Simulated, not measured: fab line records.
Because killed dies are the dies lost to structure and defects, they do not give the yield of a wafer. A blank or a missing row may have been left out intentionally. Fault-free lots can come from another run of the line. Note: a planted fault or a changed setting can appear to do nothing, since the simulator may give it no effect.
Chamber matching -- flow sky130 -- cmp-01 running SKY_VIA4_CMP_02: 4 sister chambers
The step polishes SiO2. 4 wafers are shown with their chamber, then 8 later ones without.

== EACH WAFER AND ITS CHAMBER ==
wafer,chamber,motor-current-A (A)
L433.4,3,11.8
L440.3,2,13.6
L440.5,1,10.6
L438.2,0,13.7

== WAFERS WITH NO CHAMBER GIVEN ==
wafer,motor-current-A (A)
L438.3,14.5
L438.6,14.5
L441.2,13.9
L441.4,12.2
L441.5,11.3
L450.1,13.6
L450.3,11.5
L450.4,13.8

== WHICH CHAMBER EACH ONE RAN IN ==
wafer,from the rows above,in truth
L438.3,can't be placed: 0 or 2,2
L438.6,can't be placed: 0 or 2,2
L441.2,can't be placed: 0 or 2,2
L441.4,3,3
L441.5,can't be placed: 3 or 1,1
L450.1,can't be placed: 2 or 0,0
L450.3,can't be placed: 3 or 1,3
L450.4,can't be placed: 0 or 2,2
1 of 8 placed correctly. Unplaceable from these rows: 7, with the true chamber sitting among the candidates in 7. Number placed wrongly: 0.
How it was worked out, from the rows above alone: a wafer's distance from a chamber is the root of the sum, over the readings, of the square of ((its reading less the chamber's mean) divided by the reading's scatter). The wafer belongs to the nearest chamber; if the next one is less than 2 further off, it can't be placed. A chamber's mean is the mean of its shown wafers. The scatter: with one shown wafer a chamber, the root of the mean of the squares of how far each hidden wafer lies from its nearest shown one.
